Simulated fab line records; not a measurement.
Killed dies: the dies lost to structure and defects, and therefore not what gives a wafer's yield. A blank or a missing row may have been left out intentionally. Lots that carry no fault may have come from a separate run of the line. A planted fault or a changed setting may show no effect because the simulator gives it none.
Matching of chambers	flow sky130	cmp-01 running SKY_VIA2_CMP_24: 4 sister chambers
The step polishes, stops on SiO2, t overpolish 20 s, target thk 0 nm. 4 wafers are shown with their chamber, then 7 later ones without.

WAFERS PAIRED WITH THEIR CHAMBERS
wafer	chamber	motorCurrentA (A)
L780.3	0	10.0
L780.4	3	12.2
L784.1	2	9.3
L784.3	1	12.6

WAFERS WITH NO CHAMBER GIVEN
wafer	motorCurrentA (A)
L784.4	12.2
L790.2	13.2
L790.3	12.5
L790.6	9.8
L791.1	10.3
L791.4	12.8
L791.5	12.2

EACH ONE'S CHAMBER
wafer	from the rows above	in truth
L784.4	can't be placed: 3 or 1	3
L790.2	can't be placed: 1 or 3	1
L790.3	can't be placed: 1 or 3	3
L790.6	can't be placed: 0 or 2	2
L791.1	0	0
L791.4	can't be placed: 1 or 3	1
L791.5	can't be placed: 3 or 1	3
Placed correctly: 1 of 7. Cannot be placed on the basis of these rows: 6; the candidates contain the true chamber in 6. Number placed wrongly: 0.
How it was worked out, from the rows above alone: a wafer's distance from a chamber is the root of the sum, over the readings, of the square of ((its reading less the chamber's mean) divided by the reading's scatter). The wafer belongs to the nearest chamber; if the next one is less than 2 further off, it can't be placed. For every chamber, the mean is computed from those of its wafers that are shown. The scatter (one wafer shown for each chamber): square how far every hidden wafer sits from the nearest shown wafer, average those squares and take the square root.
